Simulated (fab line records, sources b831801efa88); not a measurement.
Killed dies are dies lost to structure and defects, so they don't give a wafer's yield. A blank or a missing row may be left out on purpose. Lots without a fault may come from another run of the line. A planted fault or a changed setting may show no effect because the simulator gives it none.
A struck lot beside a sound one | flow sky130 | 43 steps out of a route of 708
Sound: wafers L852.2, L852.3, L852.4. Struck: wafer L861.6. (L861.2, L861.3 of the same lot were not struck and are left out.) The cause comes at the end.
At each step with rows: each side's tool, then ch and its chambers, then its first start. Under that, the readings that differ: sound wafers | struck wafers | difference of the means | sigmas: that difference in standard deviations of wafers without a fault.
alike: readings whose means differ by less than 2 such deviations, and words and numbers that are the same on both sides. not compared: withheld readings, readings that some wafer has no value for, bounds like >300 that may hide the same value, and numbers for which the record gives no deviation and whose values overlap.
The two part at a step that has a row with sigmas, a row that says differs or no value, or rows on one side only. Numbers that don't overlap but have no deviation are shown without sigmas and don't part them. A reading that every wafer of one side lacks parts them only if that side has two wafers or more.

SKY_VIA4_STRIP_13: strips in O2/N2.
  sound on plasma_asher-02 ch 0,1, day 42 12:49; struck on plasma_asher-02 ch 0, day 46 21:40
  alike: drypump_motor_current_A, oes_product_au, strip_time_to_endpoint_s
  not compared: rf_hours_counter_h
then, 5 steps without rows for these wafers: SKY_VIA4_STRIP_14 (strips in post etch residue remover, time 1200 s); SKY_VIA4_CLEAN_15 (cleans in IPA, time 180 s); SKY_VIA4_CLEAN_16 (cleans in O3/DIW); SKY_VIA4_SPUTTER_17 (material TiN, target thk 20 nm, time 80 s); SKY_VIA4_CVD_18 (deposits W, target thk 505 nm, time 152.14 s).
SKY_VIA4_RS_MEAS_19: measures by four-point-probe.
  sound on film_metro-02, day 42 13:40; struck on film_metro-03, day 46 22:31
  alike: VIA4_W_RS
SKY_VIA4_THK_MEAS_20: measures by xrf.
  sound on film_metro-02, day 42 13:46; struck on film_metro-03, day 46 22:37
  alike: VIA4_W_THK
then, 1 step without rows for these wafers: SKY_VIA4_CMP_21 (polishes, stops on SiO2, t overpolish 25 s, target thk 0 nm).
SKY_METAL5_SPUTTER_00: material Ti, target thk 15 nm, time 10 s.
  sound on pvd_sputter-01, day 42 14:07; struck on pvd_sputter-03, day 46 23:05
  alike: throttle_valve_pct
SKY_METAL5_SPUTTER_01: material TiN, target thk 20 nm, time 16.7 s.
  sound on pvd_sputter-01, day 42 14:09; struck on pvd_sputter-03, day 46 23:07
  alike: throttle_valve_pct
then, 1 step without rows for these wafers: SKY_METAL5_SPUTTER_02 (material AlCu, target thk 1150 nm, time 61.2 s).
SKY_METAL5_SPUTTER_03: material Ti, target thk 5 nm, time 3.3 s.
  sound on pvd_sputter-01, day 42 14:13; struck on pvd_sputter-03, day 46 23:11
  alike: throttle_valve_pct
then, 1 step without rows for these wafers: SKY_METAL5_SPUTTER_04 (material TiN, target thk 70 nm, time 58.3 s).
SKY_METAL5_RS_MEAS_05: measures by four-point-probe.
  sound on film_metro-01, day 42 14:19; struck on film_metro-04, day 46 23:17
  alike: METAL5_ALCU_RS
SKY_METAL5_THK_MEAS_06: measures by xrf.
  sound on film_metro-01, day 42 14:25; struck on film_metro-04, day 46 23:23
  alike: METAL5_ALCU_THK
then, 14 steps without rows for these wafers: SKY_METAL5_DEHYDRATE_07 (time 60 s); SKY_METAL5_HMDS_08 (prime time 60 s); SKY_METAL5_COAT_09 (resist thk 1800 nm); SKY_METAL5_SOFTBAKE_10 (time 60 s); SKY_METAL5_EXPOSE_11 (exposes mask MM5, target cd 1600 nm); SKY_METAL5_PEB_12; SKY_METAL5_DEVELOP_13 (develop time 60 s); SKY_METAL5_DESCUM_14 (chemistry O2, time 11 s); SKY_METAL5_METAL_ETCH_15 (etches the open film in Cl2/BCl3, stops on SiO2, target depth 1260 nm, time 252 s); SKY_METAL5_STRIP_16 (strips in O2/N2); SKY_METAL5_STRIP_17 (strips in post etch residue remover, time 1200 s); SKY_METAL5_CLEAN_18 (cleans in IPA, time 180 s); SKY_METAL5_CLEAN_19 (cleans in O3/DIW); SKY_PASSIVATION_CVD_00 (deposits SiO2, target thk 90 nm).
SKY_PASSIVATION_THK_MEAS_01:
  sound on film_metro-04, day 43 13:26; struck on film_metro-04, day 47 20:05
  alike: PASSIVATION_CVD_00_THK
then, 1 step without rows for these wafers: SKY_PASSIVATION_CVD_02 (deposits Si3N4, target thk 540 nm).
SKY_PASSIVATION_THK_MEAS_03:
  sound on film_metro-04, day 43 13:43; struck on film_metro-04, day 47 20:22
  alike: PASSIVATION_CVD_02_THK
then, 7 steps without rows for these wafers: SKY_PASSIVATION_DEHYDRATE_04 (time 60 s); SKY_PASSIVATION_HMDS_05 (prime time 60 s); SKY_PASSIVATION_COAT_06 (resist thk 3000 nm); SKY_PASSIVATION_SOFTBAKE_07; SKY_PASSIVATION_EXPOSE_08 (exposes mask NSM, target cd 3000 nm); SKY_PASSIVATION_PEB_09; SKY_PASSIVATION_DEVELOP_10 (develop time 60 s).
SKY_PASSIVATION_ETCH_11: etches the open film in CF4/O2, stops on AlCu, target depth 725 nm, time 161.1 s.
  sound on rie_diel-04 ch 0,2,3, day 44 12:40; struck on rie_diel-04 ch 2, day 48 16:31
  alike: drypump_motor_current_A, oes_product_au, throttle_valve_pct
  not compared: rf_hours_counter_h
SKY_PASSIVATION_STRIP_12: strips in O2/N2.
  sound on plasma_asher-01 ch 0,1, day 44 12:46; struck on plasma_asher-01 ch 1, day 48 16:37
  alike: drypump_motor_current_A, oes_product_au, strip_time_to_endpoint_s
  not compared: rf_hours_counter_h
SKY_PAD_OPEN_PROBE_99:
  sound on prober-01, day 45 11:49; struck on prober-01, day 49 15:37
  reading                               | sound               | struck | difference | sigmas
  defect_limited_yield (%)              | 83.1 83.5 83.1      | 71.5   | -11.7      | -6
  killed_at_M4_up                       | 4 0 6               | 60     | +57        | +28
  killed_dies                           | 83 81 83            | 140    | +58        | +6
  sort_bin_3_pad_short (%)              | 0.6 0.4 1.6         | 2.2    | +1.3       | +4
  sort_bin_5_function (%)               | 10.4 10.6 10.0      | 18.7   | +8.4       | +6
  sort_n_pass                           | 409 411 409         | 352    | -58        | -6
  sort_yield_pct (%)                    | 83.1 83.5 83.1      | 71.5   | -11.7      | -6
  model.etest.tester.sort_n_pass        | 409 411 409         | 352    | -58        |
  model.etest.tester.sort_yield_pct (%) | 83.13 83.54 83.13   | 71.54  | -11.73     |
  model.etest.tester.sort_bin_5_pct (%) | 10.37 10.57 9.959   | 18.7   | +8.4       |
  model.etest.tester.sort_bin_3_pct (%) | 0.6098 0.4065 1.626 | 2.236  | +1.355     |
  alike: killed_at_M0_to_M3, killed_at_contacts, killed_at_front_end, killed_at_other, killed_on_rim, killed_open, killed_short, sort_bin_6_memory

WHERE THEY PART
Only at SKY_PAD_OPEN_PROBE_99, within this record.

WHY: what the simulator had put in
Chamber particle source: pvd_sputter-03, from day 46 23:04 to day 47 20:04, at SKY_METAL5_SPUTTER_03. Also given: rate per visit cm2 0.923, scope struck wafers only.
